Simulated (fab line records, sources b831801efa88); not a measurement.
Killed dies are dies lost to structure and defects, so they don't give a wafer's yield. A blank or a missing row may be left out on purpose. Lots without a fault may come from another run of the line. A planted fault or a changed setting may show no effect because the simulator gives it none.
Chamber matching | flow sky130 | SKY_LI_CONTACT_ETCH_14 on rie_diel-01: 4 sister chambers
The step etches BARC in N2/H2, stops on SiO2, time 45.9 s, target depth 60 nm. 4 wafers are shown with their chamber, then 8 later ones without.

WAFERS WITH THEIR CHAMBER
wafer  | chamber | throttle_valve_pct (%)
L074.4 | 1       | 13.223
L078.6 | 0       | 13.220
L086.4 | 3       | 13.238
L091.2 | 2       | 13.219

WAFERS WITHOUT THEIR CHAMBER
wafer  | throttle_valve_pct (%)
L091.3 | 13.239
L091.5 | 13.221
L092.1 | 13.207
L092.5 | 13.226
L092.6 | 13.232
L094.2 | 13.229
L094.4 | 13.220
L094.5 | 13.215

WHICH CHAMBER EACH WENT THROUGH
wafer  | from the rows above               | in truth
L091.3 | 3                                 | 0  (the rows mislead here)
L091.5 | can't be placed: 0 or 1 or 2      | 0
L092.1 | can't be placed: 2 or 0 or 1      | 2
L092.5 | can't be placed: 1 or 0 or 2 or 3 | 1
L092.6 | can't be placed: 3 or 1 or 0 or 2 | 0
L094.2 | can't be placed: 1 or 0 or 3 or 2 | 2
L094.4 | can't be placed: 0 or 2 or 1      | 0
L094.5 | can't be placed: 2 or 0 or 1      | 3
Placed correctly: 0 of 8. Can't be placed from these rows: 7 (the true chamber is among the candidates in 6). Placed wrongly: 1.
How it was worked out, from the rows above alone: a wafer's distance from a chamber is the root of the sum, over the readings, of the square of ((its reading less the chamber's mean) divided by the reading's scatter). The wafer belongs to the nearest chamber; if the next one is less than 2 further off, it can't be placed. A chamber's mean is the mean of its shown wafers. The scatter: with one shown wafer a chamber, the root of the mean of the squares of how far each hidden wafer lies from its nearest shown one.
